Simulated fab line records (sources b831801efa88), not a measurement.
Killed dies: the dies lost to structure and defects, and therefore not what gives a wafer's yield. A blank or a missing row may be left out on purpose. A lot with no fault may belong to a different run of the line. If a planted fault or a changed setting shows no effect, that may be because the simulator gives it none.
The tool behind it: which one? ; flow gf180mcu ; Sampling: 12 lots, 36 wafers, 5 of 602 route steps

## WHAT EACH GAUGE READ, for each wafer
GF_V2_THK_MEAS_03. Usual: V2_CVD_02_THK gives 848 nm (standard deviation 10).
lot;measured;on;V2_CVD_02_THK (nm);flag
L506;day 19 12:16;film_metro-03;840 859 855;
L507;day 20 04:32;film_metro-01;843 854 840;
L511;day 21 10:58;film_metro-01;833 854 850;
L512;day 22 06:40;film_metro-01;839 831 857;
L515;day 23 01:17;film_metro-02;837 832 833;
L517;day 23 16:50;film_metro-03;854 868 870;
L518;day 24 02:25;film_metro-02;845 842 847;
L519;day 24 05:19;film_metro-03;841 854 857;
L520;day 24 20:19;film_metro-01;824 824 851;
L525;day 25 23:34;film_metro-01;845 861 847;
L527;day 26 16:32;film_metro-03;856 856 864;
L528;day 27 15:11;film_metro-03;836 843 852;

GF_M3_THK_MEAS_06: measures by xrf. Usual: M3_ALCU_THK gives 455 nm (standard deviation 5.9).
lot;measured;on;M3_ALCU_THK (nm);flag
L506;day 20 15:11;film_metro-04;452 454 446;
L507;day 21 07:01;film_metro-04;447 456 456;
L511;day 22 12:14;film_metro-04;457 451 453;
L512;day 23 07:44;film_metro-02;463 458 455;
L515;day 24 02:01;film_metro-04;456 456 455;
L517;day 24 19:15;film_metro-01;458 460 458;
L518;day 25 00:22;film_metro-04;453 448 428;
L519;day 25 03:04;film_metro-04;452 451 428;
L520;day 25 20:33;film_metro-02;443 436 452;
L525;day 26 22:52;film_metro-04;454 456 455;
L527;day 27 15:28;film_metro-01;450 451 446;
L528;day 28 13:02;film_metro-02;464 464 466;

## EACH LOT AND THE TOOL THAT RAN IT (in order: tool; ch and the chambers of the sampled wafers; start)
lot;GF_V2_ETCH_16;GF_M3_SPUTTER_00;GF_M3_SPUTTER_04
L506;rie_diel-02 ch 2,3, day 20 13:29;pvd_sputter-02, day 20 14:50;pvd_sputter-02, day 20 15:01
L507;rie_diel-02 ch 2,3, day 21 05:19;pvd_sputter-04, day 21 06:40;pvd_sputter-04, day 21 06:51
L511;rie_diel-04 ch 1,3, day 22 10:32;pvd_sputter-01, day 22 11:53;pvd_sputter-01, day 22 12:04
L512;rie_diel-04 ch 0,1,3, day 23 06:02;pvd_sputter-02, day 23 07:23;pvd_sputter-02, day 23 07:34
L515;rie_diel-01 ch 0,1,2, day 24 00:19;pvd_sputter-02, day 24 01:40;pvd_sputter-02, day 24 01:51
L517;rie_diel-04 ch 0,1,2, day 24 17:32;pvd_sputter-01, day 24 18:55;pvd_sputter-01, day 24 19:05
L518;rie_diel-01 ch 0,1,3, day 24 22:31;pvd_sputter-02, day 25 00:02;pvd_sputter-02, day 25 00:13
L519;rie_diel-02 ch 0,3, day 25 01:22;pvd_sputter-02, day 25 02:43;pvd_sputter-02, day 25 02:54
L520;rie_diel-01 ch 0,3, day 25 18:17;pvd_sputter-04, day 25 20:12;pvd_sputter-04, day 25 20:23
L525;rie_diel-04 ch 1,2, day 26 21:10;pvd_sputter-04, day 26 22:31;pvd_sputter-04, day 26 22:42
L527;rie_diel-02 ch 1,2,3, day 27 13:44;pvd_sputter-01, day 27 15:06;pvd_sputter-01, day 27 15:17
L528;rie_diel-01 ch 0,1, day 28 11:19;pvd_sputter-02, day 28 12:42;pvd_sputter-02, day 28 12:53
- GF_V2_ETCH_16: etches BARC in N2/H2.
- GF_M3_SPUTTER_00: material Ti, target thk 37.5 nm, time 150 s.
- GF_M3_SPUTTER_04: material TiN, target thk 50 nm, time 41.7 s.

## AS READ BY THE TOOLS THEMSELVES (means over the sampled wafers that have a number; for cases with no such wafer, the mark the record gives instead)
GF_V2_ETCH_16. Usual: drypump_motor_current_A 5.9 A, standard deviation 0.51; oes_product_au 0.853 a.u., standard deviation 0.0042; throttle_valve_pct 13.225 %, standard deviation 0.0083.
lot;tool;drypump_motor_current_A (A);oes_product_au (a.u.);throttle_valve_pct (%);flag
L506;rie_diel-02;6.0;0.857;13.222;
L507;rie_diel-02;5.9;0.856;13.224;
L511;rie_diel-04;6.2;0.851;13.231;
L512;rie_diel-04;5.9;0.855;13.225;
L515;rie_diel-01;6.0;0.855;13.233;
L517;rie_diel-04;5.9;0.855;13.229;
L518;rie_diel-01;5.8;0.853;13.216;
L519;rie_diel-02;5.9;0.855;13.225;
L520;rie_diel-01;5.5;0.854;13.225;
L525;rie_diel-04;6.0;0.851;13.224;
L527;rie_diel-02;5.7;0.848;13.226;
L528;rie_diel-01;6.1;0.852;13.230;

GF_M3_SPUTTER_00. Usual: throttle_valve_pct 30.1 %, standard deviation 0.9.
lot;tool;throttle_valve_pct (%);flag
L506;pvd_sputter-02;29.3;
L507;pvd_sputter-04;30.5;
L511;pvd_sputter-01;30.0;
L512;pvd_sputter-02;29.3;
L515;pvd_sputter-02;29.9;
L517;pvd_sputter-01;29.7;
L518;pvd_sputter-02;30.0;
L519;pvd_sputter-02;29.5;
L520;pvd_sputter-04;30.4;
L525;pvd_sputter-04;30.8;
L527;pvd_sputter-01;30.3;
L528;pvd_sputter-02;29.9;

GF_M3_SPUTTER_04. Usual: throttle_valve_pct 30.1 %, standard deviation 0.9.
lot;tool;throttle_valve_pct (%);flag
L506;pvd_sputter-02;29.2;
L507;pvd_sputter-04;30.7;
L511;pvd_sputter-01;30.0;
L512;pvd_sputter-02;29.3;
L515;pvd_sputter-02;29.8;
L517;pvd_sputter-01;29.9;
L518;pvd_sputter-02;29.8;
L519;pvd_sputter-02;29.5;
L520;pvd_sputter-04;30.3;
L525;pvd_sputter-04;30.7;
L527;pvd_sputter-01;30.1;
L528;pvd_sputter-02;30.0;

## THE ANSWER, worked out from the rows above alone
Rule: take the mean of a lot's wafers that have a number; if it is more than 3 standard deviations from the usual mean, the lot is off. Also off: a lot with no number at a reading for which 4 or more lots have one. Where the step has rows for the other lots, those lots are counted as sound. After the gauges, taken in route order, come the tools' own readings; for these a lot's mean is taken, as printed above. At the first step where some lot is off, the reading lying furthest off is the one used; lots without a number count as furthest.
No lot is off at any reading shown: from this, nothing can be told.

## WHAT HAD BEEN PUT IN BY THE SIMULATOR
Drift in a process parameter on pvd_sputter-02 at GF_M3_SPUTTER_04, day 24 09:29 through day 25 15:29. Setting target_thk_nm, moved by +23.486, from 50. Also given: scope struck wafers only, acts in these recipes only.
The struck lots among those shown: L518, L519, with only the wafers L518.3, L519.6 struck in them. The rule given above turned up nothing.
